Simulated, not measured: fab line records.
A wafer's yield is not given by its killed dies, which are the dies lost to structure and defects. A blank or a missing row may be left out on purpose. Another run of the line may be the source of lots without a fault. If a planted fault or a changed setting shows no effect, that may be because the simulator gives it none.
2 desks looking at one fault	flow gf180mcu	each desk has only its own numbers; what lay behind them comes last

## FOR THE TOOL OWNER'S DESK: cvdW-02
The tool's own readings at GF_V5_CVD_23 (deposits W, target thk 350 nm, time 104.9 s): means of the sampled wafers that have a number, for each lot that ran on this tool. Any lot whose mean is over 4 standard deviations away from the usual mean is out of limits and marked OUT; that distance is given in the brackets.
Columns: A = heaterPowerOuterW at GF_V5_CVD_23, usual 512 W; B = heaterPowerW at GF_V5_CVD_23, usual 835 W
lot	first seen here	A	B
L182	day 27 12:41	528	869
L183	day 27 16:28	525	873
L184	day 28 02:37	486	780
L189	day 29 11:58	478	789
L190	day 29 17:54	479	780
L196	day 32 02:51	530	879
L199	day 32 13:07	522	908
L203	day 33 09:55	525	879
L204	day 33 18:26	487	789
This desk's finding: nothing out of limits on any of the 9 lots.

## THE METROLOGY DESK
Means of the sampled wafers that have a number, per lot and without regard to the tool the lot ran on: this is what the gauges read. Any lot whose mean is over 4 standard deviations away from the usual mean is out of limits and marked OUT; that distance is given in the brackets.
Columns: A = V5_W_RS at GF_V5_RS_MEAS_24, usual 0.325 ohm/sq; B = V5_W_THK at GF_V5_THK_MEAS_25, usual 346 nm
lot	first seen here	A	B
L182	day 27 12:47	0.325	345
L183	day 27 16:35	0.320	349
L184	day 28 02:44	0.323	353
L185	day 28 06:43	0.328	350
L189	day 29 12:06	0.260 (-15) OUT	438 (+18) OUT
L190	day 29 18:01	0.293 (-7.5) OUT	390 (+8.9) OUT
L196	day 32 02:59	0.326	347
L199	day 32 13:13	0.322	352
L200	day 32 16:59	0.325	344
L203	day 33 10:02	0.324	342
L204	day 33 18:33	0.326	348
This desk's result: L189, L190 out of limits, first on L189 (V5_W_RS at GF_V5_RS_MEAS_24), day 29 12:06. In limits: L182, L183, L184, L185, L196, L199, L200, L203, L204.

## BROUGHT TOGETHER
At day 29 12:06 the metrology desk could have sounded an alarm, on L189, L190.
Nothing out of limits was seen by the tool owner's desk.
Tool owner's desk: L189, L190 on record, inside its limits.
All the named lots went through GF_V5_CVD_23 on cvdW-02.

## WHAT THE SIMULATOR PUT IN
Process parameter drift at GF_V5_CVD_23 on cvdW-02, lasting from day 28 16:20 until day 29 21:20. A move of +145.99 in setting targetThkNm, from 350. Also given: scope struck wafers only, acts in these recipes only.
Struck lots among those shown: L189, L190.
Per desk, hours elapsed from the start of the fault to the first reading out of limits: for the metrology desk, 20.
